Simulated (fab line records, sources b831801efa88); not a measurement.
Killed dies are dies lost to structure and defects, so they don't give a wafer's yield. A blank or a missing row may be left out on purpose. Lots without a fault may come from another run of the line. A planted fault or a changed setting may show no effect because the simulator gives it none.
Problem report in the 8D (eight disciplines) form, filled by code | flow sky130 | the parts of the form that need people (team, actions taken, sign-off) are left out

1. THE PROBLEM
dose_ions_cm2 at SKY_LDD_P_IMPLANT_09 reads a mean of 9.671e+12 on 6 wafers of 2 lots; wafers without a fault read 9.998e+12 with a standard deviation of 1.2e+10. That is -27 standard deviations from the usual mean.
First seen on wafer L429.1, day 25 14:56, on implanter-01. The record holds 18 wafers of 6 lots with a number at this step. Rule for "out", or "out of limits": more than 4 standard deviations from the usual mean. The other wafers with a number count as sound.

2. WHAT IT IS AND WHAT IT IS NOT
question                    | is                     | is not
which readings at this step | dose_ions_cm2          | -
which lots                  | L429, L430             | L416, L428, L432, L434
which wafers of those lots  | all that have a number | -
read on which tools         | implanter-01           | implanter-03, implanter-04
when                        | from day 25 14:56      | up to then (6 sound wafers); but 6 sound wafers of L432, L434 came after

3. SUSPECTS, AND WHAT RULES EACH OUT
Counting: a tool at a process step up to the reading stays a suspect if it ran every lot that is out and no sound lot after the first of them.
- plasma_asher-03 at SKY_LDD_N_STRIP_16 (strips in O2/N2): kept. It ran every lot that is out, first L429 (day 24 08:29), and no sound lot after that.
- implanter-01 at SKY_LDD_P_IMPLANT_09: kept. It ran every lot that is out, first L429 (day 25 14:56), and no sound lot after that; its last sound lot up to then is L428 (day 25 09:34). Its own readings are out on those wafers: dose_ions_cm2.
Left after counting: plasma_asher-03 at SKY_LDD_N_STRIP_16, implanter-01 at SKY_LDD_P_IMPLANT_09.

4. THE CAUSE (what the simulator had put in)
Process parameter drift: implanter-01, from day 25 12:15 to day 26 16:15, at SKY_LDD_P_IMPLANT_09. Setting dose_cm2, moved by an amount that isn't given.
Counting left 2 suspects, and this tool is among them.

5. THE CHAIN OF EFFECTS, in route order
Each row: a reading whose mean over the struck wafers that have a number lies more than 3 standard deviations from the usual. Only readings for which the record gives a usual standard deviation are gone through. hours: the time from each lot's start at the first step in this table that gives one to its start at this step, as a median over the lots. sigmas: the change in usual standard deviations.
hours | step                 | reading       | usual     | on struck wafers | change     | sigmas
0     | SKY_LDD_P_IMPLANT_09 | dose_ions_cm2 | 9.998e+12 | 9.671e+12        | -3.272e+11 | -27
The process steps in it:
- SKY_LDD_P_IMPLANT_09

6. WHAT WOULD HAVE CAUGHT IT SOONER
In this record the first reading out of limits was taken at day 25 14:56, 3 hours after the fault began at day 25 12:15.
